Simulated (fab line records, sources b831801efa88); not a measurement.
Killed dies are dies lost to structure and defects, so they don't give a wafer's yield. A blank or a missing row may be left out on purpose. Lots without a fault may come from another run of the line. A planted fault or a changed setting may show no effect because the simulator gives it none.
Which tool did it? | flow gf180mcu | 7 lots, 21 wafers sampled, at 2 steps of a route of 602

WHAT THE GAUGES READ, wafer by wafer
GF_VT_IMPLANT_RS_MEAS_46: measures by four-point-probe.
lot  | measured     | on            | MVSD_RS (ohm/sq)
L836 | day 7 22:21  | film_metro-04 | 456.6 456.7 456.2
L842 | day 9 10:40  | film_metro-04 | 444.1 443.5 445.2 444.5 443.0 444.2
L848 | day 11 04:42 | film_metro-04 | 458.8 458.1 458.1
L851 | day 12 00:49 | film_metro-01 | 455.8 456.0 455.8
L853 | day 12 13:07 | film_metro-01 | 455.4 455.2 455.3
L856 | day 13 07:33 | film_metro-01 | 454.9 454.3 455.0
L858 | day 14 05:11 | film_metro-01 | 455.5 455.5 456.0

WHICH TOOL RAN EACH LOT (tool, then ch and the chambers of the sampled wafers, then the start)
lot  | GF_MVSD_IMPLANT_09
L836 | implanter-02 ch 0, day 4 18:08
L842 | implanter-04 ch 0, day 6 02:17
L848 | implanter-03 ch 0, day 7 14:00
L851 | implanter-03 ch 0, day 8 07:20
L853 | implanter-04 ch 0, day 8 19:25
L856 | implanter-02 ch 0, day 9 10:02
L858 | implanter-04 ch 0, day 9 22:31
- GF_MVSD_IMPLANT_09

THE ANSWER, worked out from the rows above alone
Rule: what is usual is taken from the lots themselves. Put in order of their means at a reading, lots are off if they are a third of the lots or fewer, leave a main group of 4 or more, and stand apart from it by a gap of 3 or more times the standard deviation of the main group's means; of several such gaps the widest counts. A main group whose means are all the same, to the digits that the tables above print for the reading, isn't used. A lot without any number at a reading at which 4 lots or more have one is off too. The other lots that the step has rows for count as sound.
Off: L842, at GF_VT_IMPLANT_RS_MEAS_46 (MVSD_RS). The main group: mean 456.1 ohm/sq, standard deviation 1.1.
A tool fits if, at a process step before that reading, it ran every lot that is off, and no sound lot after the first of them. The gauges at GF_VT_IMPLANT_RS_MEAS_46 are tried like those tools. None of those tried fits.

WHAT THE SIMULATOR HAD PUT IN
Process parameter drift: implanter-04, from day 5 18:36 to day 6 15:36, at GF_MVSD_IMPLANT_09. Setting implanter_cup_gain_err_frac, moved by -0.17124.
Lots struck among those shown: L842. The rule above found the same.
